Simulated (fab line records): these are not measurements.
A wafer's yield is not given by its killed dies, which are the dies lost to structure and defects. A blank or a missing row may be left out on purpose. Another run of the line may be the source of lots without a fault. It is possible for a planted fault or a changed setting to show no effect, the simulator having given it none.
One fault seen from 2 desks || flow gf180mcu || numbers are kept per desk, each desk with only its own; the story behind them comes last

== FROM THE METROLOGY DESK ==
What the gauges read, lot by lot, whatever tool the lot ran on: means of the sampled wafers that have a number. Any lot whose mean is over 4 standard deviations away from the usual mean is out of limits and marked OUT; that distance is given in the brackets.
Columns: A = NSD_RS at GF_PSD_RS_MEAS_14, usual 46.16 ohm/sq; B = PSD_RS at GF_PSD_RS_MEAS_15, usual 108.6 ohm/sq
{"lot": "L932", "first seen here": "day 14 18:37", "A": 46.21, "B": 108.8}
{"lot": "L933", "first seen here": "day 14 20:35", "A": 46.15, "B": 108.6}
{"lot": "L934", "first seen here": "day 15 11:43", "A": 46.11, "B": 108.2}
{"lot": "L935", "first seen here": "day 15 11:56", "A": 46.21, "B": 108.7}
{"lot": "L939", "first seen here": "day 17 03:08", "A": 46.07, "B": 108.6}
{"lot": "L942", "first seen here": "day 18 01:07", "A": 46.39, "B": 109.0}
{"lot": "L944", "first seen here": "day 18 22:53", "A": 46.26, "B": 108.8}
{"lot": "L946", "first seen here": "day 19 14:14", "A": "42.67 (-36) OUT", "B": "98.6 (-33) OUT"}
{"lot": "L947", "first seen here": "day 19 17:05", "A": "42.80 (-34) OUT", "B": "99.2 (-31) OUT"}
{"lot": "L953", "first seen here": "day 21 20:28", "A": 46.13, "B": 108.4}
{"lot": "L954", "first seen here": "day 22 06:19", "A": 46.16, "B": 108.5}
This desk reports L946, L947 out of limits; the earliest was L946 at day 19 14:14 (NSD_RS at GF_PSD_RS_MEAS_14). Within limits: L932, L933, L934, L935, L939, L942, L944, L953, L954.

== AT THE TOOL OWNER'S DESK: rtp anneal-02 ==
Per lot that ran on this tool, the mean of the sampled wafers carrying a number, from the tool's own readings at GF_PSD_RTA_13 (time 20 s). Any lot whose mean is over 4 standard deviations away from the usual mean is out of limits and marked OUT; that distance is given in the brackets.
Columns: A = lamp power pct at GF_PSD_RTA_13, usual 41 %; B = wafer_temp_C_max at GF_PSD_RTA_13, usual 1029.7
{"lot": "L932", "first seen here": "day 14 18:32", "A": 38, "B": 1030.1}
{"lot": "L933", "first seen here": "day 14 20:30", "A": 38, "B": 1030.9}
{"lot": "L942", "first seen here": "day 18 00:57", "A": 38, "B": 1030.8}
{"lot": "L944", "first seen here": "day 18 22:47", "A": 38, "B": 1031.0}
{"lot": "L946", "first seen here": "day 19 14:09", "A": 40, "B": 1030.1}
{"lot": "L947", "first seen here": "day 19 17:00", "A": 41, "B": 1031.1}
Result from this desk: across the 6 lots, nothing is out of limits.

== ALL TOGETHER ==
An alarm was possible from the metrology desk at day 19 14:14, on L946, L947.
The tool owner's desk saw nothing out of limits.
On record at the tool owner's desk: L946, L947, within its limits.
The lots listed all ran GF_PSD_RTA_13 on rtp anneal-02.

== WHAT THE SIMULATOR HAD PUT IN ==
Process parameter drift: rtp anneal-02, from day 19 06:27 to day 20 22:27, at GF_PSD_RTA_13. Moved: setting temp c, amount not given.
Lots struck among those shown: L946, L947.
Delay in hours, fault start to first out-of-limits reading, per desk: metrology desk 8.
